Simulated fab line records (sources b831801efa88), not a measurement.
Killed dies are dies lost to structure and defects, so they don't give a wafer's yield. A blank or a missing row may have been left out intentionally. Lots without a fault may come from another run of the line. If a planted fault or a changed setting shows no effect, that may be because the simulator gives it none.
Matching of chambers | flow gf180mcu | cmp-02 running GF_CONTACT_CMP_04: 4 sister chambers
The step polishes SiO2. 4 wafers are shown with their chamber, then 9 later ones without.

== EACH WAFER AND ITS CHAMBER ==
wafer  | chamber | motor-current-A (A)
L411.5 | 2       | 12.4
L417.6 | 0       | 12.8
L426.3 | 1       | 10.6
L426.6 | 3       | 13.0

== WAFERS WHOSE CHAMBER IS MISSING ==
wafer  | motor-current-A (A)
L428.2 | 13.2
L428.3 | 12.4
L428.6 | 11.0
L429.3 | 10.7
L429.5 | 13.2
L429.6 | 13.4
L430.3 | 12.2
L430.5 | 13.1
L430.6 | 11.3

== WHICH CHAMBER EACH ONE RAN IN ==
wafer  | from the rows above          | in truth
L428.2 | can't be placed: 3 or 0 or 2 | 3
L428.3 | can't be placed: 2 or 0 or 3 | 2
L428.6 | 1                            | 1
L429.3 | 1                            | 1
L429.5 | can't be placed: 3 or 0 or 2 | 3
L429.6 | can't be placed: 3 or 0 or 2 | 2
L430.3 | can't be placed: 2 or 0 or 3 | 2
L430.5 | can't be placed: 3 or 0 or 2 | 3
L430.6 | can't be placed: 1 or 2      | 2
Correct placement for 2 of the 9. These rows do not allow placing 7 (true chamber among the candidates in 7). Placed wrongly: 0.
How it was worked out, from the rows above alone: a wafer's distance from a chamber is the root of the sum, over the readings, of the square of ((its reading less the chamber's mean) divided by the reading's scatter). If the next closest chamber is less than 2 further off than the closest, the wafer can't be placed; otherwise it belongs to the closest. For every chamber, the mean is computed from those of its wafers that are shown. The scatter: with one shown wafer a chamber, the root of the mean of the squares of how far each hidden wafer lies from its nearest shown one.
